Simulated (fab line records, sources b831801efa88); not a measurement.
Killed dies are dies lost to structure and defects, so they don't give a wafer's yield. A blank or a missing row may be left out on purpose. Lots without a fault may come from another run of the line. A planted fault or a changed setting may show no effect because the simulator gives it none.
Chamber matching | flow sky130 | SKY_VIA1_CMP_24 on cmp-01: 4 sister chambers
The step polishes, stops on SiO2, t overpolish 15 s, target thk 0 nm. 8 wafers are shown with their chamber, then 12 later ones without.

WAFERS WITH THEIR CHAMBER
wafer  | chamber | motor_current_A (A) | time_to_endpoint_s (s)
L462.5 | 3       | 11.5                | 63.7
L462.6 | 2       | 11.7                | 61.6
L465.4 | 1       | 9.6                 | 55.9
L465.5 | 1       | 10.0                | 59.7
L465.6 | 2       | 11.5                | 58.0
L466.1 | 0       | 11.0                | 66.4
L466.3 | 3       | 11.6                | 66.8
L466.6 | 0       | 11.7                | 66.7

WAFERS WITHOUT THEIR CHAMBER
wafer  | motor_current_A (A) | time_to_endpoint_s (s)
L467.2 | 11.7                | 61.1
L467.5 | 10.0                | 63.8
L467.6 | 11.1                | 59.7
L469.1 | 11.4                | 62.8
L469.4 | 11.3                | 66.1
L469.6 | 11.1                | 64.6
L470.2 | 9.9                 | 61.9
L470.3 | 12.3                | 65.5
L470.6 | 11.6                | 65.0
L471.1 | 11.0                | 69.0
L471.2 | 11.9                | 70.6
L471.3 | 9.4                 | 67.5

WHICH CHAMBER EACH WENT THROUGH
wafer  | from the rows above          | in truth
L467.2 | can't be placed: 2 or 3      | 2
L467.5 | can't be placed: 1 or 0      | 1
L467.6 | can't be placed: 2 or 3 or 0 | 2
L469.1 | can't be placed: 3 or 2 or 0 | 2
L469.4 | can't be placed: 0 or 3      | 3
L469.6 | can't be placed: 0 or 3 or 2 | 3
L470.2 | 1                            | 1
L470.3 | can't be placed: 3 or 0 or 2 | 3
L470.6 | can't be placed: 3 or 0      | 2
L471.1 | can't be placed: 0 or 3      | 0
L471.2 | can't be placed: 0 or 3      | 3
L471.3 | can't be placed: 1 or 0      | 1
Placed correctly: 1 of 12. Can't be placed from these rows: 11 (the true chamber is among the candidates in 10). Placed wrongly: 0.
How it was worked out, from the rows above alone: a wafer's distance from a chamber is the root of the sum, over the readings, of the square of ((its reading less the chamber's mean) divided by the reading's scatter). The wafer belongs to the nearest chamber; if the next one is less than 2 further off, it can't be placed. A chamber's mean is the mean of its shown wafers. The scatter: the root of (the sum of the squares of (reading less its chamber's mean) over the shown wafers, divided by (wafers less chambers)).
